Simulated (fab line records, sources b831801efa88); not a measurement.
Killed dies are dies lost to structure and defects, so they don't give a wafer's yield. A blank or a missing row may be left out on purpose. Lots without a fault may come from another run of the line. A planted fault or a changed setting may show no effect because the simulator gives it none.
One fault seen from 2 desks | flow sky130 | each desk has only its own numbers; what lay behind them comes last

THE TOOL OWNER'S DESK: pvd_sputter-03
The tool's own readings at SKY_LOCAL_INTERCONNECT_SPUTTER_00 (material TiN, target thk 100 nm, time 83.3 s): means of the sampled wafers that have a number, for each lot that ran on this tool. A lot is out of limits, marked OUT, if its mean lies more than 4 standard deviations from the usual mean; the brackets give that distance.
Columns: A = throttle_valve_pct at SKY_LOCAL_INTERCONNECT_SPUTTER_00, usual 30.3 %
lot  | first seen here | A
L829 | day 29 12:37    | 29.9
L833 | day 30 16:28    | 30.0
L838 | day 32 12:05    | 29.9
L839 | day 32 21:36    | 30.2
L841 | day 33 07:52    | 29.9
L842 | day 33 17:10    | 29.8
L847 | day 35 00:56    | 30.0
L848 | day 35 09:38    | 29.7
L851 | day 36 17:40    | 30.2
This desk's finding: nothing out of limits on any of the 9 lots.

THE METROLOGY DESK
What the gauges read, lot by lot, whatever tool the lot ran on: means of the sampled wafers that have a number. A lot is out of limits, marked OUT, if its mean lies more than 4 standard deviations from the usual mean; the brackets give that distance.
Columns: A = CAP2M_TIN_RS at SKY_CAP2M_RS_MEAS_03, usual 6.94 ohm/sq; B = METAL5_ALCU_THK at SKY_METAL5_THK_MEAS_06, usual 1166 nm
lot  | first seen here | A    | B
L829 | day 39 23:44    | 6.95 | 1179
L833 | day 40 23:37    | 7.04 | 1180
L834 | day 41 12:56    | 7.09 | 1166
L835 | day 41 21:38    | 6.95 | 1169
L837 | day 42 12:09    | 6.83 | 1159
L838 | day 42 13:51    | 6.83 | 1164
L839 | day 42 23:56    | 6.95 | 1174
L840 | day 43 02:29    | 7.03 | 1188
L841 | day 43 06:58    | 6.90 | 1141
L842 | day 43 14:33    | 6.83 | 1165
L843 | day 44 02:09    | 6.87 | 1162
L847 | day 44 19:43    | 6.98 | 1157
L848 | day 45 01:22    | 6.88 | 1156
L851 | day 46 04:04    | 6.88 | 1158
This desk's finding: nothing out of limits on any of the 14 lots.

PUT TOGETHER
The tool owner's desk saw nothing out of limits.
The metrology desk saw nothing out of limits.

WHAT THE SIMULATOR HAD PUT IN
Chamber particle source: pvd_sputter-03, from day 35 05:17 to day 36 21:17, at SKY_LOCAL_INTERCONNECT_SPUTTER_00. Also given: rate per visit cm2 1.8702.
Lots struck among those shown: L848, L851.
